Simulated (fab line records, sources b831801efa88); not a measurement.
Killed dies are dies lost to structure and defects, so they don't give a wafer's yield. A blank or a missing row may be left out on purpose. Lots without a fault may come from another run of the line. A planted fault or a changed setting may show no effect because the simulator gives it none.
Which tool did it? | flow gf180mcu | 13 lots, 39 wafers sampled, at 5 steps of a route of 602

WHAT THE GAUGES READ, wafer by wafer
GF_STI_BOW_MEAS_00. Usual: INCOMING_BOW 0 um, standard deviation 6.5.
lot  | measured    | on            | INCOMING_BOW (um) | flag
L306 | day 1 10:00 | film_metro-04 | -6 -3 8           |
L307 | day 1 15:01 | film_metro-01 | 7 7 6             |
L309 | day 2 01:00 | film_metro-01 | -2 -1 10          |
L311 | day 2 11:01 | film_metro-01 | 7 2 8             |
L312 | day 2 16:02 | film_metro-04 | -1 -7 -7          |
L313 | day 2 21:02 | film_metro-04 | -4 -4 5           |
L314 | day 3 02:01 | film_metro-03 | -11 -1 12         |
L315 | day 3 07:01 | film_metro-03 | -11 -2 -6         |
L317 | day 3 17:00 | film_metro-03 | 0 -7 6            |
L318 | day 3 22:02 | film_metro-03 | 8 -4 -13          |
L327 | day 5 19:00 | film_metro-01 | 5 3 -2            |
L328 | day 6 00:02 | film_metro-03 | -17 7 13          |
L329 | day 6 05:00 | film_metro-04 | 0 5 -6            |

GF_MVSD_TW_MEAS_11. Usual: MVSD_TW 1568, standard deviation 15.
lot  | measured    | on            | MVSD_TW        | flag
L306 | day 4 21:05 | film_metro-02 | 1569 1563 1553 |
L307 | day 5 05:15 | film_metro-02 | 1545 1534 1546 |
L309 | day 5 09:11 | film_metro-02 | 1554 1549 1546 |
L311 | day 5 14:23 | film_metro-03 | 1583 1581 1580 |
L312 | day 6 00:37 | film_metro-04 | 1578 1581 1587 |
L313 | day 6 05:58 | film_metro-02 | 1544 1556 1552 |
L314 | day 6 09:18 | film_metro-03 | 1570 1577 1573 |
L315 | day 6 14:21 | film_metro-03 | 1567 1572 1571 |
L317 | day 7 02:41 | film_metro-03 | 1587 1580 1574 |
L318 | day 7 08:47 | film_metro-03 | 30 30 30       | OFF
L327 | day 9 15:41 | film_metro-03 | 1577 1586 1584 |
L328 | day 9 17:42 | film_metro-02 | 1557 1573 1555 |
L329 | day 9 22:32 | film_metro-03 | 1588 1592 1583 |

GF_VT_IMPLANT_TW_MEAS_32. Usual: VT_IMPLANT_3_TW 268.3, standard deviation 2.2.
lot  | measured     | on            | VT_IMPLANT_3_TW   | flag
L306 | day 7 08:53  | film_metro-01 | 268.6 268.9 270.0 |
L307 | day 7 17:21  | film_metro-02 | 263.1 262.0 262.7 |
L309 | day 7 21:40  | film_metro-04 | 268.7 270.3 268.6 |
L311 | day 8 03:06  | film_metro-01 | 269.1 268.1 268.7 |
L312 | day 8 14:31  | film_metro-02 | 262.8 264.4 264.3 |
L313 | day 8 21:07  | film_metro-01 | 267.8 270.1 268.8 |
L314 | day 9 00:27  | film_metro-01 | 266.8 266.8 268.9 |
L315 | day 9 06:56  | film_metro-04 | 269.9 268.3 268.6 |
L317 | day 9 21:02  | film_metro-04 | 269.7 268.8 268.7 |
L318 | day 10 03:31 | film_metro-01 | 267.6 267.3 267.4 |
L327 | day 12 18:49 | film_metro-04 | 271.1 270.6 270.2 |
L328 | day 12 20:06 | film_metro-01 | 271.5 271.2 270.6 |
L329 | day 13 03:20 | film_metro-02 | 264.9 264.9 264.2 |

WHICH TOOL RAN EACH LOT (tool, then ch and the chambers of the sampled wafers, then the start)
lot  | GF_LVPWELL_STRIP_10                 | GF_MVSD_STRIP_10
L306 | plasma_asher-04 ch 0,1, day 4 07:23 | plasma_asher-02 ch 0,1, day 4 20:59
L307 | plasma_asher-03 ch 0,1, day 4 15:38 | plasma_asher-04 ch 0,1, day 5 05:08
L309 | plasma_asher-03 ch 1, day 4 18:56   | plasma_asher-02 ch 0,1, day 5 09:05
L311 | plasma_asher-04 ch 0, day 4 23:44   | plasma_asher-04 ch 0,1, day 5 14:16
L312 | plasma_asher-03 ch 0,1, day 5 09:34 | plasma_asher-02 ch 0,1, day 6 00:31
L313 | plasma_asher-03 ch 0,1, day 5 14:40 | plasma_asher-04 ch 0,1, day 6 05:52
L314 | plasma_asher-03 ch 0, day 5 18:17   | plasma_asher-02 ch 0, day 6 09:11
L315 | plasma_asher-04 ch 0,1, day 5 22:56 | plasma_asher-02 ch 0,1, day 6 14:14
L317 | plasma_asher-04 ch 0,1, day 6 11:44 | plasma_asher-01 ch 0,1, day 7 02:35
L318 | plasma_asher-03 ch 0,1, day 6 17:07 | plasma_asher-02 ch 0,1, day 7 08:43
L327 | plasma_asher-03 ch 0,1, day 8 22:22 | plasma_asher-02 ch 0,1, day 9 15:35
L328 | plasma_asher-01 ch 0,1, day 9 00:16 | plasma_asher-02 ch 0,1, day 9 17:35
L329 | plasma_asher-04 ch 0,1, day 9 04:52 | plasma_asher-02 ch 0, day 9 22:26
- GF_LVPWELL_STRIP_10: strips in O2/N2.
- GF_MVSD_STRIP_10: strips in O2/N2.

WHAT THE TOOLS THEMSELVES READ (means of the sampled wafers that have a number; where no wafer has one, the mark that the record gives instead)
GF_LVPWELL_STRIP_10. Usual: drypump_motor_current_A 5.9 A, standard deviation 0.48; heater_power_w 316 W, standard deviation 21; oes_product_au 0.722 a.u., standard deviation 0.005; strip_time_to_endpoint_s 36.99 s, standard deviation 0.099.
lot  | tool            | drypump_motor_current_A (A) | heater_power_w (W) | oes_product_au (a.u.) | strip_time_to_endpoint_s (s) | flag
L306 | plasma_asher-04 | 5.5                         | 295                | 0.726                 | 36.91                        |
L307 | plasma_asher-03 | 6.2                         | 328                | 0.725                 | 36.89                        |
L309 | plasma_asher-03 | 6.0                         | 330                | 0.718                 | 37.09                        |
L311 | plasma_asher-04 | 6.1                         | 319                | 0.721                 | 37.04                        |
L312 | plasma_asher-03 | 6.2                         | 331                | 0.724                 | 36.90                        |
L313 | plasma_asher-03 | 6.3                         | 330                | 0.724                 | 36.98                        |
L314 | plasma_asher-03 | 6.5                         | 336                | 0.724                 | 37.13                        |
L315 | plasma_asher-04 | 5.8                         | 304                | 0.728                 | 37.00                        |
L317 | plasma_asher-04 | 5.4                         | 299                | 0.724                 | 36.94                        |
L318 | plasma_asher-03 | 6.2                         | 329                | 0.936                 | -                            | OFF
L327 | plasma_asher-03 | 6.2                         | 330                | 0.721                 | 37.10                        |
L328 | plasma_asher-01 | 5.7                         | 324                | 0.725                 | 37.00                        |
L329 | plasma_asher-04 | 5.8                         | 307                | 0.720                 | 37.03                        |

GF_MVSD_STRIP_10. Usual: drypump_motor_current_A 5.7 A, standard deviation 0.31; heater_power_w 321 W, standard deviation 23; oes_product_au 0.722 a.u., standard deviation 0.0044; strip_time_to_endpoint_s 36.94 s, standard deviation 0.13.
lot  | tool            | drypump_motor_current_A (A) | heater_power_w (W) | oes_product_au (a.u.) | strip_time_to_endpoint_s (s) | flag
L306 | plasma_asher-02 | 5.8                         | 346                | 0.722                 | 36.92                        |
L307 | plasma_asher-04 | 5.8                         | 301                | 0.724                 | 36.87                        |
L309 | plasma_asher-02 | 5.9                         | 337                | 0.727                 | 36.85                        |
L311 | plasma_asher-04 | 5.8                         | 304                | 0.723                 | 36.95                        |
L312 | plasma_asher-02 | 5.8                         | 330                | 0.724                 | 37.01                        |
L313 | plasma_asher-04 | 5.4                         | 295                | 0.719                 | 36.81                        |
L314 | plasma_asher-02 | 6.0                         | 309                | 0.722                 | 36.89                        |
L315 | plasma_asher-02 | 5.8                         | 323                | 0.722                 | 36.91                        |
L317 | plasma_asher-01 | 5.7                         | 319                | 0.723                 | 36.93                        |
L318 | plasma_asher-02 | 5.9                         | 323                | 0.732                 | 58.83                        | OFF
L327 | plasma_asher-02 | 5.9                         | 318                | 0.726                 | 37.11                        |
L328 | plasma_asher-02 | 5.8                         | 337                | 0.722                 | 36.94                        |
L329 | plasma_asher-02 | 6.0                         | 310                | 0.723                 | 36.88                        |

THE ANSWER, worked out from the rows above alone
Rule: a lot is off if the mean of its wafers that have a number lies more than 3 standard deviations from the usual mean. A lot without any number at a reading at which 4 lots or more have one is off too. The other lots that the step has rows for count as sound. The gauges are gone through in route order, then the tools' own readings, and for those a lot's mean is taken as printed above. The first step at which some lot is off is used, and at that step the reading that is off furthest; a lot without a number counts as furthest.
Off: L318, at GF_MVSD_TW_MEAS_11 (MVSD_TW).
A tool fits if, at a process step before that reading, it ran every lot that is off, and no sound lot after the first of them. The gauges at GF_MVSD_TW_MEAS_11 aren't tried: what is off there is off at GF_LVPWELL_STRIP_10 too, on other tools, and a gauge's error can't cause that. None of those tried fits.

WHAT THE SIMULATOR HAD PUT IN
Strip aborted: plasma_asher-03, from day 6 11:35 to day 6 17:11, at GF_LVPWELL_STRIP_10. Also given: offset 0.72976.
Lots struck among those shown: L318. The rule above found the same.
